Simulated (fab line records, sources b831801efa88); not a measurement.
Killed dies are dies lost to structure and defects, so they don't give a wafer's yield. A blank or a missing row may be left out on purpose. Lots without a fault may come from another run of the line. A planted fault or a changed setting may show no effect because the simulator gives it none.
fab line records | flow sky130
record lots=24 wafers=72 last_day=51
route steps=708 shown VIA2@508 METAL3@535 VIA3@574 VIA4@651
lots that met no fault: from a run of the same line without faults
start_h: hours from the record's first day to the start of the lot's first wafer shown | wait_h: hours since the lot's step before | " the same as in the row above | L1.1+2: a row that stands for several wafers | - no value, or no start given | * or withheld: withheld | < > ~ a bound
route shown NAME@n: a module of which the file shows steps, and the number in the route of the first | usual: mean/standard deviation of fault-free wafers | same: alike in all rows | chamber/n: place in a boat | sites: the reading at each site | _std_site: their standard deviation | _edge_site: outer sites' mean less inner sites' | radius_mm: how far each site lies from the wafer's centre | mask NAME#n: copy n | behind: the tool/chamber that last shaped the wafer | hold: why the lot was held/for how many hours/how that ended | device: the transistor (n, p or np) that didn't switch | end of line: the same wafers' tests at the end of the route | a step without rows: its recipe alone | killed: dies lost to structure and defects at the first sort, not the wafer's yield | map: a wafer's dies, x killed, . not, _ none there
set.NAME: the setting as run; set.NAME@STEP: as run at that earlier step | model.NAME: the simulator's own value behind a step, which no gauge read
steps of the route over a sample of lots; a table a step, a row a wafer
services: from which hour (start_h, from the record's first day; less than 0 if before it) a tool's chamber was out of use, for how many hours, and why
## steps
# step SKY_VIA2_THK_MEAS_01
# recipe reads=SiO2_of_VIA2_HDPCVD_00
# usual VIA2_HDPCVD_THK=1190/15
# columns lot.wafer tool chamber start_h wait_h VIA2_HDPCVD_THK[nm]
L074.2 film_metro-04 - 853.49 0.1 1175
L074.4 " - " " 1168
L074.5 " - " " 1176
L075.3 film_metro-03 - 857.54 0.1 1172
L075.5 " - " " 1171
L075.6 " - " " 1189
L076.1 film_metro-02 - 861.65 0.1 1174
L076.3 " - " " 1174
L076.5 " - " " 1173
L077.1 film_metro-04 - 879.86 0.1 1203
L077.5 " - " " 1200
L077.6 " - " " 1211
L078.4 film_metro-02 - 884.60 0.0 1197
L078.5 " - " " 1200
L078.6 " - " " 1195
L079.2 film_metro-04 - 886.56 0.1 1188
L079.5 " - " " 1196
L079.6 " - " " 1184
L080.2 film_metro-03 - 889.91 0.1 1190
L080.4 " - " " 1175
L080.5 " - " " 1184
L081.4 film_metro-03 - 911.23 0.0 1196
L081.5 " - " " 1203
L081.6 " - " " 1179
L082.2 film_metro-03 - 912.51 0.1 1174
L082.4 " - " " 1190
L082.6 " - " " 1183
L083.1 film_metro-02 - 915.38 0.1 1186
L083.5 " - " " 1207
L083.6 " - " " 1201
L084.1 film_metro-04 - 921.58 0.1 1177
L084.3 " - " " 1177
L084.4 " - " " 1180
L085.1 film_metro-03 - 937.70 0.1 1208
L085.3 " - " " 1191
L085.4 " - " " 1190
L086.1 film_metro-04 - 941.57 0.1 1182
L086.3 " - " " 1186
L086.5 " - " " 1196
L087.2 film_metro-03 - 946.58 0.1 1210
L087.4 " - " " 1196
L087.5 " - " " 1197
L088.2 film_metro-02 - 947.87 0.1 1206
L088.4 " - " " 1216
L088.6 " - " " 1209
L089.1 film_metro-02 - 961.02 0.1 1199
L089.2 " - " " 1208
L089.3 " - " " 1200
L090.4 film_metro-03 - 964.10 0.0 1213
L090.5 " - " " 1204
L090.6 " - " " 1215
L091.2 film_metro-04 - 971.56 0.1 1185
L091.3 " - " " 1197
L091.6 " - " " 1169
L092.4 film_metro-04 - 972.36 0.0 1211
L092.5 " - " " 1215
L092.6 " - " " 1196
L093.1 film_metro-03 - 986.52 0.1 1183
L093.3 " - " " 1165
L093.4 " - " " 1174
L094.3 film_metro-03 - 988.84 0.1 1200
L094.5 " - " " 1205
L094.6 " - " " 1206
L095.1 film_metro-04 - 1001.78 0.1 1182
L095.4 " - " " 1194
L095.5 " - " " 1192
L096.2 film_metro-02 - 1002.86 0.1 1157
L096.4 " - " " 1160
L096.5 " - " " 1172
L097.2 film_metro-04 - 1013.11 0.1 1150
L097.5 " - " " 1154
L097.6 " - " " 1156
# step SKY_METAL3_SPUTTER_03
# recipe material=Ti target_thk_nm=5 power_w=3000 time_s=3.2 chamber_pressure_pa=0.4
# usual throttle_valve_pct=30.1/0.66
# columns lot.wafer tool chamber start_h wait_h throttle_valve_pct
L074.2 pvd_sputter-02 - 882.57 0.0 30.0
L074.4 " - " " 30.3
L074.5 " - " " 31.0
L075.3 pvd_sputter-02 - 886.08 0.0 30.7
L075.5 " - " " 30.2
L075.6 " - " " 30.1
L076.1 pvd_sputter-02 - 890.07 0.0 30.2
L076.3 " - " " 30.9
L076.5 " - " " 30.7
L077.1 pvd_sputter-04 - 907.56 0.0 29.2
L077.5 " - " " 28.4
L077.6 " - " " 29.2
L078.4 pvd_sputter-03 - 914.06 0.0 29.6
L078.5 " - " " 30.7
L078.6 " - " " 29.8
L079.2 pvd_sputter-02 - 915.53 0.0 29.8
L079.5 " - " " 29.9
L079.6 " - " " 30.1
L080.2 pvd_sputter-04 - 917.68 0.0 29.1
L080.4 " - " " 28.4
L080.5 " - " " 31.0
L081.4 pvd_sputter-03 - 938.69 0.0 29.9
L081.5 " - " " 29.7
L081.6 " - " " 29.9
L082.2 pvd_sputter-02 - 941.13 0.0 30.2
L082.4 " - " " 30.7
L082.6 " - " " 30.3
L083.1 pvd_sputter-02 - 942.51 0.0 31.0
L083.5 " - " " 30.3
L083.6 " - " " 30.1
L084.1 pvd_sputter-03 - 949.31 0.0 30.8
L084.3 " - " " 30.2
L084.4 " - " " 29.6
L085.1 pvd_sputter-04 - 964.89 0.0 28.4
L085.3 " - " " 30.3
L085.4 " - " " 30.7
L086.1 pvd_sputter-03 - 969.51 0.0 29.9
L086.3 " - " " 29.5
L086.5 " - " " 29.7
L087.2 pvd_sputter-04 - 973.48 0.0 30.3
L087.4 " - " " 28.9
L087.5 " - " " 30.8
L088.2 pvd_sputter-04 - 974.98 0.0 30.6
L088.4 " - " " 29.1
L088.6 " - " " 28.3
L089.1 pvd_sputter-04 - 987.93 0.0 30.3
L089.2 " - " " 30.6
L089.3 " - " " 29.1
L090.4 pvd_sputter-03 - 990.80 0.0 30.1
L090.5 " - " " 29.9
L090.6 " - " " 30.0
L091.2 pvd_sputter-03 - 997.87 0.0 29.9
L091.3 " - " " 30.4
L091.6 " - " " 30.2
L092.4 pvd_sputter-02 - 999.32 0.0 29.9
L092.5 " - " " 30.1
L092.6 " - " " 29.7
L093.1 pvd_sputter-02 - 1013.07 0.0 30.1
L093.3 " - " " 29.9
L093.4 " - " " 30.9
L094.3 pvd_sputter-03 - 1015.30 0.0 30.7
L094.5 " - " " 30.0
L094.6 " - " " 30.9
L095.1 pvd_sputter-03 - 1027.32 0.0 31.0
L095.4 " - " " 30.1
L095.5 " - " " 29.7
L096.2 pvd_sputter-02 - 1028.54 0.0 31.0
L096.4 " - " " 29.7
L096.5 " - " " 30.7
L097.2 pvd_sputter-03 - 1039.74 0.0 29.7
L097.5 " - " " 30.1
L097.6 " - " " 30.6
# step SKY_VIA3_THK_MEAS_01
# recipe reads=SiO2_of_VIA3_HDPCVD_00
# usual VIA3_HDPCVD_THK=1713/18
# columns lot.wafer tool chamber start_h wait_h VIA3_HDPCVD_THK[nm]
L074.2 film_metro-01 - 936.38 0.1 1709
L074.4 " - " " 1715
L074.5 " - " " 1717
L075.3 film_metro-01 - 939.99 0.1 1712
L075.5 " - " " 1698
L075.6 " - " " 1686
L076.1 film_metro-02 - 942.96 0.1 1728
L076.3 " - " " 1702
L076.5 " - " " 1699
L077.1 film_metro-02 - 959.93 0.1 1695
L077.5 " - " " 1699
L077.6 " - " " 1678
L078.4 film_metro-04 - 966.61 0.0 1723
L078.5 " - " " 1712
L078.6 " - " " 1727
L079.2 film_metro-01 - 967.97 0.1 1719
L079.5 " - " " 1733
L079.6 " - " " 1731
L080.2 film_metro-02 - 969.54 0.1 1705
L080.4 " - " " 1713
L080.5 " - " " 1715
L081.4 film_metro-04 - 989.94 0.0 1687
L081.5 " - " " 1712
L081.6 " - " " 1756
L082.2 film_metro-04 - 992.27 0.1 1687
L082.4 " - " " 1670
L082.6 " - " " 1702
L083.1 film_metro-01 - 995.06 0.1 1685
L083.5 " - " " 1727
L083.6 " - " " 1696
L084.1 film_metro-02 - 1000.28 0.1 1761
L084.3 " - " " 1729
L084.4 " - " " 1703
L085.1 film_metro-01 - 1014.89 0.2 1693
L085.3 " - " " 1707
L085.4 " - " " 1697
L086.1 film_metro-04 - 1020.00 0.1 1724
L086.3 " - " " 1682
L086.5 " - " " 1678
L087.2 film_metro-02 - 1023.96 0.2 1720
L087.4 " - " " 1725
L087.5 " - " " 1719
L088.2 film_metro-04 - 1025.92 0.1 1710
L088.4 " - " " 1720
L088.6 " - " " 1718
L089.1 film_metro-04 - 1038.81 0.1 1713
L089.2 " - " " 1700
L089.3 " - " " 1732
L090.4 film_metro-04 - 1039.89 0.0 1726
L090.5 " - " " 1730
L090.6 " - " " 1709
L091.2 film_metro-01 - 1046.70 0.1 1717
L091.3 " - " " 1727
L091.6 " - " " 1704
L092.4 film_metro-04 - 1049.40 0.0 1711
L092.5 " - " " 1733
L092.6 " - " " 1702
L093.1 film_metro-01 - 1063.06 0.1 1726
L093.3 " - " " 1732
L093.4 " - " " 1748
L094.3 film_metro-02 - 1063.40 0.1 1707
L094.5 " - " " 1695
L094.6 " - " " 1713
L095.1 film_metro-01 - 1080.87 0.1 1735
L095.4 " - " " 1723
L095.5 " - " " 1691
L096.2 film_metro-01 - 1081.45 0.1 1750
L096.4 " - " " 1703
L096.5 " - " " 1699
L097.2 film_metro-04 - 1087.25 0.1 1733
L097.5 " - " " 1725
L097.6 " - " " 1726
# step SKY_VIA4_ETCH_12
# recipe target=SiO2 chemistry=C4F8/O2/Ar stop_on=TiN mask_material=NOVOLAK source_w=1500 bias_w=1200 pressure_mtorr=40 c4f8_flow_sccm=withheld O2_flow_sccm=6 Ar_flow_sccm=300 time_s=withheld target_depth_a=5800
# usual oes_product_au=0.926/0.0049
# columns lot.wafer tool chamber start_h wait_h oes_product_au
L074.2 rie_diel-03 2 1038.13 0.0 0.924
L074.4 " 1 " " 0.922
L074.5 " 2 " " 0.921
L075.3 rie_diel-04 2 1042.58 0.0 0.935
L075.5 " 3 " " 0.924
L075.6 " 2 " " 0.923
L076.1 rie_diel-03 1 1045.05 0.0 0.932
L076.3 " 2 " " 0.926
L076.5 " 3 " " 0.927
L077.1 rie_diel-04 0 1061.25 0.0 0.930
L077.5 " 3 " " 0.925
L077.6 " 0 " " 0.923
L078.4 rie_diel-04 2 1066.10 0.0 0.930
L078.5 " 0 " " 0.922
L078.6 " 1 " " 0.922
L079.2 rie_diel-02 0 1066.75 0.0 0.922
L079.5 " 1 " " 0.926
L079.6 " 2 " " 0.928
L080.2 rie_diel-02 3 1068.60 0.0 0.926
L080.4 " 2 " " 0.922
L080.5 " 0 " " 0.916
L081.4 rie_diel-02 3 1087.00 0.0 0.923
L081.5 " 0 " " 0.923
L081.6 " 1 " " 0.938
L082.2 rie_diel-03 1 1088.75 0.0 0.928
L082.4 " 1 " " 0.923
L082.6 " 2 " " 0.927
L083.1 rie_diel-04 0 1089.35 0.0 0.931
L083.5 " 2 " " 0.920
L083.6 " 0 " " 0.929
L084.1 rie_diel-02 2 1096.40 0.0 0.925
L084.3 " 3 " " 0.927
L084.4 " 0 " " 0.920
L085.1 rie_diel-04 3 1108.33 0.0 0.935
L085.3 " 0 " " 0.938
L085.4 " 1 " " 0.919
L086.1 rie_diel-02 3 1113.78 0.0 0.928
L086.3 " 2 " " 0.919
L086.5 " 2 " " 0.925
L087.2 rie_diel-02 2 1117.86 0.0 0.926
L087.4 " 1 " " 0.934
L087.5 " 3 " " 0.918
L088.2 rie_diel-04 0 1118.85 0.0 0.918
L088.4 " 3 " " 0.926
L088.6 " 2 " " 0.929
L089.1 rie_diel-04 2 1130.15 0.0 0.921
L089.2 " 0 " " 0.923
L089.3 " 1 " " 0.918
L090.4 rie_diel-02 3 1130.45 0.0 0.932
L090.5 " 2 " " 0.920
L090.6 " 3 " " 0.924
L091.2 rie_diel-04 2 1137.33 0.0 0.926
L091.3 " 1 " " 0.926
L091.6 " 1 " " 0.925
L092.4 rie_diel-04 3 1138.20 0.0 0.929
L092.5 " 1 " " 0.928
L092.6 " 2 " " 0.931
L093.1 rie_diel-03 3 1153.06 0.0 0.920
L093.3 " 0 " " 0.927
L093.4 " 2 " " 0.936
L094.3 rie_diel-02 0 1153.18 0.0 0.929
L094.5 " 1 " " 0.923
L094.6 " 2 " " 0.933
L095.1 rie_diel-03 3 1164.93 0.0 0.917
L095.4 " 2 " " 0.933
L095.5 " 0 " " 0.917
L096.2 rie_diel-02 3 1166.00 0.0 0.924
L096.4 " 2 " " 0.926
L096.5 " 3 " " 0.920
L097.2 rie_diel-04 1 1172.51 0.0 0.923
L097.5 " 0 " " 0.922
L097.6 " 2 " " 0.929
# step SKY_VIA4_STRIP_13
# recipe chemistry=O2/N2 power_w=1400 pressure_mtorr=1500 platen_temp_c=withheld o2_flow_sccm=3000 n2_flow_sccm=300 overash_fraction=0.5
# usual drypump_motor_current_A=5.74/0.27 oes_product_au=0.710/0.0044 strip_time_to_endpoint_s=12.804/0.023
# same overash_fraction=0.5
# columns lot.wafer tool chamber start_h wait_h drypump_motor_current_A oes_product_au rf_hours_counter_h strip_time_to_endpoint_s
L074.2 plasma_asher-03 1 1038.20 - 5.21 0.711 63 12.778
L074.4 " 1 " " 5.23 0.712 - 12.799
L074.5 " 1 " " 5.23 0.709 - 12.804
L075.3 plasma_asher-04 1 1042.68 - 5.76 0.715 - 12.816
L075.5 " 1 " " 5.78 0.712 - 12.788
L075.6 " 0 " " 6.07 0.709 - 12.815
L076.1 plasma_asher-04 1 1045.12 - 5.77 0.710 93 12.779
L076.3 " 0 " " 6.07 0.710 - 12.819
L076.5 " 0 " " 6.06 0.706 - 12.819
L077.1 plasma_asher-03 1 1061.33 - 5.23 0.711 65 12.823
L077.5 " 0 " " 5.84 0.700 - 12.764
L077.6 " 1 " " 5.24 0.711 - 12.801
L078.4 plasma_asher-03 0 1066.21 - 5.84 0.705 - 12.815
L078.5 " 1 " " 5.20 0.704 - 12.775
L078.6 " 0 " " 5.83 0.719 - 12.770
L079.2 plasma_asher-04 1 1066.83 - 5.79 0.715 95 12.821
L079.5 " 0 " " 6.02 0.707 - 12.798
L079.6 " 1 " " 5.78 0.708 - 12.811
L080.2 plasma_asher-03 0 1068.68 - 5.81 0.709 66 12.810
L080.4 " 0 " " 5.82 0.710 - 12.836
L080.5 " 1 " " 5.20 0.704 - 12.803
L081.4 plasma_asher-04 0 1087.11 - 6.04 0.702 - 12.754
L081.5 " 1 " " 5.76 0.703 - 12.791
L081.6 " 0 " " 6.06 0.704 - 12.763
L082.2 plasma_asher-03 1 1088.83 - 5.20 0.711 68 12.750
L082.4 " 1 " " 5.22 0.710 - 12.789
L082.6 " 0 " " 5.80 0.712 - 12.800
L083.1 plasma_asher-04 0 1089.43 - 6.04 0.705 98 12.760
L083.5 " 0 " " 6.04 0.711 - 12.806
L083.6 " 1 " " 5.77 0.713 - 12.814
L084.1 plasma_asher-01 0 1096.48 - 5.56 0.712 34 12.819
L084.3 " 0 " " 5.57 0.708 - 12.771
L084.4 " 1 " " 5.75 0.702 - 12.809
L085.1 plasma_asher-03 0 1108.40 - 5.86 0.707 70 12.830
L085.3 " 0 " " 5.85 0.718 - 12.815
L085.4 " 1 " " 5.20 0.707 - 12.786
L086.1 plasma_asher-04 0 1113.85 - 6.03 0.711 100 12.818
L086.3 " 1 " " 5.79 0.708 - 12.789
L086.5 " 0 " " 6.06 0.716 - 12.805
L087.2 plasma_asher-04 0 1117.93 - 6.01 0.709 101 12.780
L087.4 " 1 " " 5.77 0.708 - 12.786
L087.5 " 1 " " 5.78 0.708 - 12.806
L088.2 plasma_asher-01 0 1118.93 - 5.57 0.712 36 12.795
L088.4 " 0 " " 5.57 0.709 - 12.792
L088.6 " 1 " " 5.75 0.706 - 12.803
L089.1 plasma_asher-03 0 1130.23 - 5.87 0.707 72 12.797
L089.2 " 1 " " 5.21 0.712 72 12.774
L089.3 " 1 " " 5.20 0.705 - 12.838
L090.4 plasma_asher-01 1 1130.56 - 5.76 0.707 - 12.790
L090.5 " 1 " " 5.76 0.710 - 12.823
L090.6 " 0 " " 5.59 0.710 - 12.777
L091.2 plasma_asher-04 1 1137.40 - 5.79 0.711 102 12.835
L091.3 " 0 " " 6.03 0.715 - 12.828
L091.6 " 0 " " 6.03 0.708 - 12.764
L092.4 plasma_asher-04 1 1138.31 - 5.80 0.705 - 12.808
L092.5 " 1 " " 5.77 0.718 - 12.828
L092.6 " 0 " " 6.05 0.713 - 12.786
L093.1 plasma_asher-03 1 1153.13 - 5.20 0.707 74 12.792
L093.3 " 1 " " 5.19 0.706 - 12.828
L093.4 " 0 " " 5.81 0.713 - 12.806
L094.3 plasma_asher-04 1 1153.29 - 5.78 0.705 - 12.794
L094.5 " 1 " " 5.77 0.712 - 12.807
L094.6 " 0 " " 6.05 0.711 - 12.791
L095.1 plasma_asher-04 1 1165.00 - 5.79 0.722 105 12.814
L095.4 " 1 " " 5.73 0.712 - 12.773
L095.5 " 1 " " 5.79 0.715 - 12.795
L096.2 plasma_asher-01 1 1166.08 - 5.71 0.714 40 12.819
L096.4 " 0 " " 5.57 0.704 - 12.827
L096.5 " 1 " " 5.77 0.709 - 12.835
L097.2 plasma_asher-04 0 1172.58 - 6.00 0.722 106 12.821
L097.5 " 1 " " 5.77 0.714 - 12.840
L097.6 " 0 " " 6.02 0.701 - 12.859
# step SKY_VIA4_SPUTTER_17
# recipe material=TiN target_thk_nm=20 chamber_pressure_pa=5 power_w=4000 time_s=80
# usual throttle_valve_pct=30.1/0.7
# columns lot.wafer tool chamber start_h wait_h throttle_valve_pct
L074.2 pvd_sputter-02 - 1039.18 0.0 30.4
L074.4 " - " " 30.9
L074.5 " - " " 30.3
L075.3 pvd_sputter-02 - 1043.40 0.0 30.4
L075.5 " - " " 30.3
L075.6 " - " " 30.8
L076.1 pvd_sputter-01 - 1045.94 0.0 28.5
L076.3 " - " " 28.7
L076.5 " - " " 28.3
L077.1 pvd_sputter-03 - 1061.96 0.0 30.7
L077.5 " - " " 29.3
L077.6 " - " " 29.9
L078.4 pvd_sputter-02 - 1066.77 0.0 30.5
L078.5 " - " " 30.5
L078.6 " - " " 30.8
L079.2 pvd_sputter-01 - 1067.42 0.0 31.0
L079.5 " - " " 31.3
L079.6 " - " " 28.6
L080.2 pvd_sputter-02 - 1069.27 0.0 30.1
L080.4 " - " " 30.9
L080.5 " - " " 30.0
L081.4 pvd_sputter-02 - 1087.71 0.0 30.3
L081.5 " - " " 30.7
L081.6 " - " " 30.3
L082.2 pvd_sputter-03 - 1090.48 0.0 29.8
L082.4 " - " " 29.5
L082.6 " - " " 30.0
L083.1 pvd_sputter-03 - 1090.72 0.0 31.0
L083.5 " - " " 30.2
L083.6 " - " " 29.7
L084.1 pvd_sputter-03 - 1097.13 0.0 29.7
L084.3 " - " " 30.2
L084.4 " - " " 29.8
L085.1 pvd_sputter-03 - 1108.99 0.0 30.7
L085.3 " - " " 29.5
L085.4 " - " " 30.3
L086.1 pvd_sputter-02 - 1114.48 0.0 30.6
L086.3 " - " " 30.2
L086.5 " - " " 29.8
L087.2 pvd_sputter-01 - 1118.52 0.0 28.5
L087.4 " - " " 28.4
L087.5 " - " " 29.0
L088.2 pvd_sputter-03 - 1119.52 0.0 30.2
L088.4 " - " " 30.8
L088.6 " - " " 30.0
L089.1 pvd_sputter-02 - 1130.86 0.0 30.1
L089.2 " - " " 30.4
L089.3 " - " " 30.8
L090.4 pvd_sputter-03 - 1131.17 0.0 29.4
L090.5 " - " " 29.0
L090.6 " - " " 30.3
L091.2 pvd_sputter-03 - 1137.99 0.0 30.9
L091.3 " - " " 30.2
L091.6 " - " " 30.8
L092.4 pvd_sputter-02 - 1138.87 0.0 31.0
L092.5 " - " " 29.9
L092.6 " - " " 30.4
L093.1 pvd_sputter-03 - 1153.72 0.0 30.7
L093.3 " - " " 29.7
L093.4 " - " " 30.0
L094.3 pvd_sputter-01 - 1153.85 0.0 29.0
L094.5 " - " " 31.2
L094.6 " - " " 28.5
L095.1 pvd_sputter-03 - 1165.59 0.0 30.2
L095.4 " - " " 30.3
L095.5 " - " " 31.2
L096.2 pvd_sputter-02 - 1166.67 0.0 30.3
L096.4 " - " " 30.3
L096.5 " - " " 30.0
L097.2 pvd_sputter-03 - 1173.17 0.0 30.6
L097.5 " - " " 30.3
L097.6 " - " " 29.7
## services
# columns tool chamber start_h hours kind
pvd_sputter-02 - 863.18 4.3 repair
rie_diel-02 - 865.08 0.2 repair
plasma_asher-03 - 908.00 0.4 repair
plasma_asher-04 - 923.14 3.5 repair
rie_diel-03 - 928.22 0.3 repair
rie_diel-03 0 938.88 2.1 repair
rie_diel-03 - 950.06 0.2 repair
rie_diel-04 - 984.95 1.3 repair
pvd_sputter-03 - 991.61 0.9 repair
pvd_sputter-03 1 997.94 - consumable_replace:kit
pvd_sputter-03 1 997.94 18.0 scheduled_down
pvd_sputter-03 1 997.94 18.0 vent_cycle
pvd_sputter-01 - 999.56 1.9 repair
plasma_asher-04 - 1014.03 1.7 repair
pvd_sputter-03 - 1041.60 7.9 repair
rie_diel-03 - 1042.42 1.1 repair
rie_diel-04 - 1052.20 2.8 pm
rie_diel-02 3 1059.08 1.8 repair
plasma_asher-01 - 1066.00 9.7 repair
rie_diel-03 3 1074.12 15.8 repair
rie_diel-03 - 1124.26 15.6 pm
pvd_sputter-01 - 1130.78 1.9 repair
pvd_sputter-03 0 1156.49 - consumable_replace:kit
rie_diel-04 3 1169.30 11.0 repair
## key
fault none
